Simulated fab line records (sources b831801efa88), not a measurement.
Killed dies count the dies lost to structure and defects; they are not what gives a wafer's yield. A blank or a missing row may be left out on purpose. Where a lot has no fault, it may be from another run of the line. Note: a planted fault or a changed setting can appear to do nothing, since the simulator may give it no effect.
What tool caused it? | flow sky130 | Sampling: 11 lots, 30 wafers, 4 of 708 route steps

== WHAT EACH GAUGE READ, for each wafer ==
SKY_VIA3_RS_MEAS_22: measures by four-point-probe.
lot  | measured     | on           | VIA3_W_RS (ohm/sq)
L828 | day 39 12:11 | filmMetro-04 | 0.298 0.298 0.299
L829 | day 40 02:01 | filmMetro-04 | 0.294 0.297 0.295
L831 | day 40 12:37 | filmMetro-03 | 0.294 0.290 0.290
L834 | day 41 18:01 | filmMetro-04 | 0.300 0.299 0.299
L835 | day 42 13:49 | filmMetro-04 | 0.301 0.299 0.301
L836 | day 43 02:54 | filmMetro-04 | 0.287 0.289 0.289
L843 | day 44 09:08 | filmMetro-04 | 0.298 0.189
L844 | day 44 17:23 | filmMetro-02 | 0.300 0.191
L846 | day 45 10:36 | filmMetro-03 | 0.297 0.190
L847 | day 45 15:52 | filmMetro-03 | 0.295 0.293 0.297
L849 | day 45 17:40 | filmMetro-04 | 0.295 0.290 0.294

== WHAT TOOL EACH LOT RAN ON (gives the tool, then ch and the chambers of the sampled wafers, and finally the start) ==
lot  | SKY_METAL3_SPUTTER_00       | SKY_METAL3_DESCUM_15             | SKY_VIA3_CVD_21
L828 | pvdSputter-02, day 36 05:11 | rieMetal-03 ch 0, day 38 08:43   | cvdW-02 ch 0,1, day 39 12:04
L829 | pvdSputter-01, day 36 18:38 | rieMetal-01 ch 0,1, day 38 22:25 | cvdW-02 ch 0, day 40 01:52
L831 | pvdSputter-02, day 37 06:02 | rieMetal-01 ch 0,1, day 39 09:14 | cvdW-01 ch 0,1, day 40 12:29
L834 | pvdSputter-01, day 38 12:26 | rieMetal-03 ch 0,1, day 40 15:08 | cvdW-02 ch 0,1, day 41 17:52
L835 | pvdSputter-01, day 39 09:03 | rieMetal-01 ch 0,1, day 41 11:02 | cvdW-02 ch 0,1, day 42 13:41
L836 | pvdSputter-01, day 40 01:04 | rieMetal-01 ch 0,1, day 42 01:26 | cvdW-01 ch 0,1, day 43 02:46
L843 | pvdSputter-01, day 41 07:20 | rieMetal-04 ch 0,1, day 43 07:40 | cvdW-02 ch 1, day 44 08:55
L844 | pvdSputter-04, day 41 14:58 | rieMetal-04 ch 0, day 43 16:11   | cvdW-02 ch 0, day 44 17:10
L846 | pvdSputter-02, day 42 12:01 | rieMetal-03 ch 1, day 44 10:13   | cvdW-02 ch 0,1, day 45 10:27
L847 | pvdSputter-02, day 42 17:59 | rieMetal-04 ch 0, day 44 15:46   | cvdW-01 ch 0,1, day 45 15:44
L849 | pvdSputter-01, day 42 20:35 | rieMetal-03 ch 0, day 44 17:50   | cvdW-01 ch 0,1, day 45 17:32
- SKY_METAL3_SPUTTER_00: material Ti, target thk 15 nm, time 10 s.
- SKY_METAL3_DESCUM_15: chemistry O2, time 8 s.
- SKY_VIA3_CVD_21: deposits W, target thk 390 nm, time 117.31 s.

== THE ANSWER, worked out from the rows above alone ==
Rule: the lots themselves supply what counts as usual. The widest of any qualifying gaps counts: lots, ordered by their means at a reading, are off when they make up no more than a third of the lots, leave a main group of 4 or more, and stand apart from it by 3 or more times the standard deviation of that group's means. The tables above print the reading to a certain number of digits; a main group whose means all agree to those digits is not used. A lot without any number at a reading at which 4 lots or more have one is off too. Where the step has rows for the other lots, those lots are counted as sound.
Off: L843, L844, L846, seen at SKY_VIA3_RS_MEAS_22 (VIA3_W_RS). For the main group the mean is 0.295 ohm/sq and the standard deviation 0.0039.
If a tool, at a process step before that reading, ran all the lots that are off and no sound lot after the first of them, it fits. Gauges at SKY_VIA3_RS_MEAS_22: tried the same way as those tools. One candidate fits, namely cvdW-02 at SKY_VIA3_CVD_21. Its last sound lot is L835 (day 42 13:41), its first lot that is off L843 (day 44 08:55): a fault that began between those two fits.

== WHAT THE SIMULATOR PUT IN ==
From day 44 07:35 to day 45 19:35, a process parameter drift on cvdW-02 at SKY_VIA3_CVD_21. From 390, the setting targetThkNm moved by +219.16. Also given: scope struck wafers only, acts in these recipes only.
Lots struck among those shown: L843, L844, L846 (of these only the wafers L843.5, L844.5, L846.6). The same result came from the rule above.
